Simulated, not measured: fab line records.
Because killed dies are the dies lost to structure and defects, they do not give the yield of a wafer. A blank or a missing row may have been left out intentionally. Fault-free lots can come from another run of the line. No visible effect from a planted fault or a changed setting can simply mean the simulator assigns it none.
Comparing a struck lot with a sound one    flow gf180mcu    15 steps out of a route of 602
Sound: these wafers, L100.1, L100.2, L100.3. The struck wafers were L993.1, L993.4, L993.5. The cause is named last.
Per side, at each step with rows, come the tool, then ch with its chambers, and then its first start. Under that, the readings that differ: sound wafers    struck wafers    difference of the means    sigmas: that difference in standard deviations of wafers without a fault.
alike: same words and numbers on both sides, and readings whose means sit less than 2 such deviations apart. not compared: any withheld reading, any reading some wafer has no value for, any bound like >300 that may hide the same value, and any number with overlapping values for which the record gives no deviation.
A row with sigmas, a row that says differs or no value, or rows on one side alone: a step with any of these is where the two part. Numbers that have no deviation but don't overlap get no sigmas and don't part them. A reading missing from all wafers of one side parts the sides only when that side holds two or more wafers.

first, 2 steps without rows for these wafers: GF_DUAL_GATE_CLEAN_01 (cleans in dHF, time 20 s); GF_DUAL_GATE_OXIDATION_02 (stabilise 600 s, purge 300 s, target thk 10.887 nm).
GF_DUAL_GATE_THK_MEAS_03:
  struck on film_metro-02, day 9 23:21; sound on film_metro-03, day 11 21:32
  alike: DUAL_GATE_OXIDATION_00_THK
then, 7 steps without rows for these wafers: GF_DUAL_GATE_DEHYDRATE_04 (time 60 s); GF_DUAL_GATE_HMDS_05 (prime time 60 s); GF_DUAL_GATE_COAT_06 (resist thk 1000 nm); GF_DUAL_GATE_SOFTBAKE_07 (time 60 s); GF_DUAL_GATE_EXPOSE_08 (exposes mask Dualgate, target cd 700 nm); GF_DUAL_GATE_PEB_09; GF_DUAL_GATE_DEVELOP_10 (develop time 60 s).
GF_DUAL_GATE_OVL_MEAS_11:
  struck on overlay-02, day 10 17:26; sound on overlay-01, day 12 16:28
  alike: DUAL_GATE_OVL
then, 1 step without rows for these wafers: GF_DUAL_GATE_WET_ETCH_12 (etches SiO2 in dHF, target depth 13 nm, time 260 s).
GF_DUAL_GATE_STRIP_13: strips in O2/N2.
  sound on plasma_asher-03 ch 0,1, day 12 16:35; struck on plasma_asher-03 ch 0, day 10 17:33
  no value came back on the struck wafers for any of 5 readings (chamber_pressure_mTorr (mTorr), drypump_motor_current_A (A) and others); on the sound wafers chamber_pressure_mTorr (mTorr) reads 1500.6 1502.6 1500.7
reading                                         sound  struck            difference  sigmas
model.NOVOLAK_of_DUAL_GATE_COAT_06.thk_nm (nm)  0 0 0  996.7 997.4 1002  +998.7      
  not compared: rf_hours_counter_h
then, 1 step without rows for these wafers: GF_DUAL_GATE_CLEAN_14 (cleans in SC1/SC2, time 150 s).
-- record jumps: 21 days separate the struck wafers' starts on either side; left off in module DUAL_GATE, taken up again in module PASSIVATION, whose first shown step is the route's number 602 --
GF_PASSIVATION_PROBE_99:
  the record has rows for the struck wafers here (prober-01, day 31 08:26) and none for the sound ones

## WHERE THEY PART
Earliest at GF_DUAL_GATE_STRIP_13; latest, in this record, at GF_PASSIVATION_PROBE_99.

WHY: what the simulator had put in
Step skipped in full: plasma_asher-03, at GF_DUAL_GATE_STRIP_13, from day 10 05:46 onward. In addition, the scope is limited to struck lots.
